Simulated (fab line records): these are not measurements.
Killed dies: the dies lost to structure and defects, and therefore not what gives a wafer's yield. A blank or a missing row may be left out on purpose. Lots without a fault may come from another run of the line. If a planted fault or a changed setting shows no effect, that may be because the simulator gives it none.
Which tool is to blame?	flow sky130	12 lots, 36 wafers sampled, at 4 steps of a route of 708

WHAT THE GAUGES READ, wafer by wafer
SKY_VIA2_RS_MEAS_22: measurement is done with a four-point probe.
lot	measured	on	VIA2_W_RS (ohm/sq)
L508	day 36 04:08	filmMetro-03	0.268 0.276 0.276
L510	day 37 10:50	filmMetro-01	0.273 0.270 0.270
L511	day 37 21:11	filmMetro-03	0.277 0.278 0.277
L512	day 37 22:22	filmMetro-02	0.278 0.274 0.280
L515	day 38 23:07	filmMetro-02	0.273 0.270 0.274
L516	day 39 05:16	filmMetro-02	0.272 0.276 0.271
L518	day 39 23:04	filmMetro-02	0.274 0.275 0.271
L519	day 40 02:56	filmMetro-01	0.273 0.271 0.269
L520	day 40 09:22	filmMetro-02	0.271 0.273 0.271
L527	day 43 00:44	filmMetro-03	0.275 0.275 0.276
L528	day 43 02:08	filmMetro-03	0.273 0.273 0.271
L529	day 44 12:02	filmMetro-02	0.276 0.274 0.271

SKY_VIA2_THK_MEAS_23: measures by xrf.
lot	measured	on	VIA2_W_THK (nm)
L508	day 36 04:14	filmMetro-03	432 419 419
L510	day 37 10:58	filmMetro-01	432 437 436
L511	day 37 21:18	filmMetro-03	423 422 426
L512	day 37 22:29	filmMetro-02	414 417 409
L515	day 38 23:14	filmMetro-02	421 424 424
L516	day 39 05:23	filmMetro-02	429 422 429
L518	day 39 23:11	filmMetro-02	427 421 430
L519	day 40 03:02	filmMetro-01	427 431 432
L520	day 40 09:29	filmMetro-02	433 426 433
L527	day 43 00:50	filmMetro-03	427 427 424
L528	day 43 02:16	filmMetro-03	429 431 430
L529	day 44 12:10	filmMetro-02	416 421 426

EACH LOT AND THE TOOL THAT RAN IT (in order: tool; ch and the chambers of the sampled wafers; start)
lot	SKY_VIA2_DEVELOP_11	SKY_VIA2_ETCH_15
L508	lithoTrack-03 ch 0, day 36 02:00	rieDiel-01 ch 0,2,3, day 36 03:14
L510	lithoTrack-04 ch 0, day 37 09:00	rieDiel-01 ch 2,3, day 37 09:57
L511	lithoTrack-03 ch 0, day 37 19:00	rieDiel-02 ch 0,3, day 37 20:17
L512	lithoTrack-02 ch 0, day 37 21:00	rieDiel-01 ch 0,1,2, day 37 21:31
L515	lithoTrack-03 ch 0, day 38 21:00	rieDiel-02 ch 0,1,3, day 38 22:14
L516	lithoTrack-03 ch 0, day 39 04:00	rieDiel-02 ch 0,1,3, day 39 04:23
L518	lithoTrack-03 ch 0, day 39 21:00	rieDiel-01 ch 0,1,2, day 39 22:05
L519	lithoTrack-03 ch 0, day 40 01:00	rieDiel-01 ch 0,1,2, day 40 02:02
L520	lithoTrack-03 ch 0, day 40 08:00	rieDiel-01 ch 0,1,2, day 40 08:29
L527	lithoTrack-02 ch 0, day 42 23:00	rieDiel-01 ch 0,1,3, day 42 23:52
L528	lithoTrack-04 ch 0, day 43 00:00	rieDiel-01 ch 1,2,3, day 43 01:18
L529	lithoTrack-03 ch 0, day 44 10:00	rieDiel-03 ch 0,2,3, day 44 11:11
- SKY_VIA2_DEVELOP_11: develop time 60 s.
- SKY_VIA2_ETCH_15: etches SiO2 in C4F8/O2/Ar, stops on TiN, target depth 546 nm, time 84 s.

WHAT THE TOOLS THEMSELVES READ (means of the sampled wafers that have a number; where no wafer has one, the mark that the record gives instead)
SKY_VIA2_DEVELOP_11.
lot	tool	developerTempC (C)	resistLineTempC (C)
L508	lithoTrack-03	20.92	22.89
L510	lithoTrack-04	20.79	22.93
L511	lithoTrack-03	21.02	23.15
L512	lithoTrack-02	20.94	23.08
L515	lithoTrack-03	20.88	22.86
L516	lithoTrack-03	20.90	22.87
L518	lithoTrack-03	21.87	23.00
L519	lithoTrack-03	21.84	22.99
L520	lithoTrack-03	21.97	22.99
L527	lithoTrack-02	20.86	23.06
L528	lithoTrack-04	20.98	23.05
L529	lithoTrack-03	21.02	22.91

SKY_VIA2_ETCH_15.
lot	tool	biasW (W)	oesProductAu (a.u.)
L508	rieDiel-01	1200	0.943
L510	rieDiel-01	1199	0.938
L511	rieDiel-02	1200	0.937
L512	rieDiel-01	1198	0.936
L515	rieDiel-02	1197	0.938
L516	rieDiel-02	1199	0.939
L518	rieDiel-01	1202	0.940
L519	rieDiel-01	1202	0.945
L520	rieDiel-01	1199	0.945
L527	rieDiel-01	1202	0.938
L528	rieDiel-01	1197	0.941
L529	rieDiel-03	1200	0.942

THE ANSWER, worked out from the rows above alone
Rule: usual is defined by the lots themselves. The widest of any qualifying gaps counts: lots, ordered by their means at a reading, are off when they make up no more than a third of the lots, leave a main group of 4 or more, and stand apart from it by 3 or more times the standard deviation of that group's means. A main group is skipped when, at the precision printed for the reading in the tables above, its means are all equal. A lot without any number at a reading at which 4 lots or more have one is off too. Where the step has rows for the other lots, those lots are counted as sound. Order of review: gauges by route order, followed by the tools' own readings, for which a lot's mean as printed above is used. At the first step where some lot is off, the reading lying furthest off is the one used; lots without a number count as furthest.
Off: L518, L519, L520, at SKY_VIA2_DEVELOP_11 (developerTempC). The main group: mean 20.92 C, standard deviation 0.072.
If a tool, at that step or one of the process steps before it, ran each lot that is off and ran no sound lot following the first of them, it fits. No candidate that was tried fits.

WHAT WAS PUT IN BY THE SIMULATOR
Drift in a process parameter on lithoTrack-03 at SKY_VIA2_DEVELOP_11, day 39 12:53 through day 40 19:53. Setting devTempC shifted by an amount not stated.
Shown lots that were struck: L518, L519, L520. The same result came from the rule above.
